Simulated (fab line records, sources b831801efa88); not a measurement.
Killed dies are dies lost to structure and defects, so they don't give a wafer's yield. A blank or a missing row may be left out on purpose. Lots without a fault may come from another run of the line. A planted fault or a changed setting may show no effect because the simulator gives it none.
One fault seen from 2 desks | flow sky130 | each desk has only its own numbers; what lay behind them comes last

THE METROLOGY DESK
What the gauges read, lot by lot, whatever tool the lot ran on: means of the sampled wafers that have a number. A lot is out of limits, marked OUT, if its mean lies more than 4 standard deviations from the usual mean; the brackets give that distance.
Columns: A = POLY_GATE_CVD_00_THK at SKY_POLY_GATE_THK_MEAS_01, usual 180.8 nm; B = CONTACT_BOW at SKY_CONTACT_BOW_MEAS_05, usual 82 um; C = CONTACT_OVL at SKY_CONTACT_OVL_MEAS_15, usual -3 nm
lot  | first seen here | A               | B  | C
L710 | day 14 08:39    | 175.2           | 80 | -5
L712 | day 14 23:37    | 180.6           | 83 | 5
L713 | day 14 23:37    | 179.9           | 77 | -7
L714 | day 15 15:19    | 183.0           | 84 | 2
L716 | day 16 10:26    | 180.3           | 87 | -5
L718 | day 16 22:01    | 180.9           | 77 | -0
L717 | day 16 23:34    | 179.3           | 86 | 0
L720 | day 17 16:47    | 180.6           | 76 | 5
L729 | day 21 06:46    | 128.0 (-31) OUT | 90 | 6
L730 | day 21 08:17    | 128.6 (-31) OUT | 79 | -5
This desk's finding: out of limits on L729, L730; first on L729, day 21 06:46 (POLY_GATE_CVD_00_THK at SKY_POLY_GATE_THK_MEAS_01). In limits: L710, L712, L713, L714, L716, L718, L717, L720.

THE TOOL OWNER'S DESK: lpcvd-01
The tool's own readings at SKY_POLY_GATE_CVD_00 (deposits poly-Si, target thk 180 nm, time 720 s): means of the sampled wafers that have a number, for each lot that ran on this tool. A lot is out of limits, marked OUT, if its mean lies more than 4 standard deviations from the usual mean; the brackets give that distance. Of its 8 readings 7 are shown: the one that was out of limits first, and those that lie furthest out on some lot.
Columns: A = spike_tc_bottom_C at SKY_POLY_GATE_CVD_00, usual 640.9 C; B = spike_tc_centre_C at SKY_POLY_GATE_CVD_00, usual 620.4 C; C = spike_tc_lower_C at SKY_POLY_GATE_CVD_00, usual 621.1 C; D = spike_tc_top_C at SKY_POLY_GATE_CVD_00, usual 635.6 C; E = spike_tc_upper_C at SKY_POLY_GATE_CVD_00, usual 620.2 C; F = susceptor_temp_C at SKY_POLY_GATE_CVD_00, usual 620.01 C; G = zone_power_lower_pct at SKY_POLY_GATE_CVD_00, usual 8.53 %
lot  | first seen here | A                | B               | C                | D                | E                | F                | G
L710 | day 14 07:26    | 640.9            | 620.1           | 622.2            | 636.6            | 620.9            | 620.30           | 8.40
L712 | day 14 22:25    | 641.7            | 620.5           | 621.7            | 636.9            | 620.7            | 620.22           | 8.33
L713 | day 14 22:25    | 641.8            | 619.7           | 621.7            | 636.1            | 621.1            | 619.89           | 8.33
L714 | day 15 14:07    | 640.4            | 621.8           | 621.4            | 634.2            | 620.0            | 620.18           | 8.70
L716 | day 16 09:12    | 641.5            | 619.7           | 622.7            | 636.7            | 621.7            | 620.15           | 8.42
L718 | day 16 20:49    | 639.4            | 621.2           | 619.8            | 634.2            | 619.2            | 619.90           | 8.88
L717 | day 16 22:21    | 642.0            | 620.3           | 621.8            | 636.9            | 620.6            | 619.68           | 8.39
L720 | day 17 15:35    | 642.7            | 620.2           | 622.2            | 637.0            | 621.4            | 619.81           | 8.36
L729 | day 21 05:32    | 627.3 (-9.7) OUT | 605.1 (-15) OUT | 607.4 (-9.8) OUT | 622.5 (-8.2) OUT | 606.4 (-9.2) OUT | 605.18 (-53) OUT | 8.09
L730 | day 21 07:04    | 624.9 (-11) OUT  | 605.2 (-15) OUT | 604.8 (-12) OUT  | 620.3 (-9.6) OUT | 603.7 (-11) OUT  | 605.50 (-52) OUT | 8.33
This desk's finding: out of limits on L729, L730; first on L729, day 21 05:32 (spike_tc_bottom_C at SKY_POLY_GATE_CVD_00). In limits: L710, L712, L713, L714, L716, L718, L717, L720.

PUT TOGETHER
The tool owner's desk could have raised an alarm at day 21 05:32, on L729, L730.
The metrology desk could have raised an alarm at day 21 06:46, on L729, L730.
Of the lots named, all ran SKY_POLY_GATE_CVD_00 on lpcvd-01.

WHAT THE SIMULATOR HAD PUT IN
Process parameter drift: lpcvd-01, from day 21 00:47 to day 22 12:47, at SKY_POLY_GATE_CVD_00. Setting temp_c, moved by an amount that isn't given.
Lots struck among those shown: L729, L730.
Hours from the fault's start to each desk's first reading out of limits: the tool owner's desk, 5; the metrology desk, 6.
